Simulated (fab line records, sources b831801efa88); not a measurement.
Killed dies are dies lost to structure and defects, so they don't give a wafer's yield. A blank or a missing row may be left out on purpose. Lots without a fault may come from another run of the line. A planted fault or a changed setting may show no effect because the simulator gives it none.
Which tool did it? | flow gf180mcu | 7 lots, 21 wafers sampled, at 2 steps of a route of 602

WHAT THE GAUGES READ, wafer by wafer
GF_M5_CD_MEAS_07: target cd 280 nm.
lot  | measured     | on        | cd_nm (nm)
L696 | day 26 09:06 | cd_sem-01 | 279.1 276.8 278.4
L698 | day 27 01:35 | cd_sem-01 | 280.1 280.1 280.0
L704 | day 29 05:17 | cd_sem-02 | 279.7 280.1 279.8
L710 | day 31 04:22 | cd_sem-01 | 278.1 278.6 277.6
L714 | day 32 03:49 | cd_sem-02 | 280.6 278.9 280.7
L716 | day 32 13:29 | cd_sem-02 | 281.3 282.3 282.0
L718 | day 32 20:20 | cd_sem-02 | 281.3 280.1 280.1

WHICH TOOL RAN EACH LOT (tool, then ch and the chambers of the sampled wafers, then the start)
lot  | GF_DUAL_GATE_DEVELOP_10
L696 | litho_track-03 ch 0, day 8 12:09
L698 | litho_track-04 ch 0, day 9 03:56
L704 | litho_track-04 ch 0, day 11 01:28
L710 | litho_track-01 ch 0, day 12 18:35
L714 | litho_track-04 ch 0, day 14 02:44
L716 | litho_track-01 ch 0, day 14 11:34
L718 | litho_track-03 ch 0, day 15 01:44
- GF_DUAL_GATE_DEVELOP_10: develop time 60 s.

THE ANSWER, worked out from the rows above alone
Rule: what is usual is taken from the lots themselves. Put in order of their means at a reading, lots are off if they are a third of the lots or fewer, leave a main group of 4 or more, and stand apart from it by a gap of 3 or more times the standard deviation of the main group's means; of several such gaps the widest counts. A main group whose means are all the same, to the digits that the tables above print for the reading, isn't used. A lot without any number at a reading at which 4 lots or more have one is off too. The other lots that the step has rows for count as sound.
No lot is off at any reading shown: from this, nothing can be told.

WHAT THE SIMULATOR HAD PUT IN
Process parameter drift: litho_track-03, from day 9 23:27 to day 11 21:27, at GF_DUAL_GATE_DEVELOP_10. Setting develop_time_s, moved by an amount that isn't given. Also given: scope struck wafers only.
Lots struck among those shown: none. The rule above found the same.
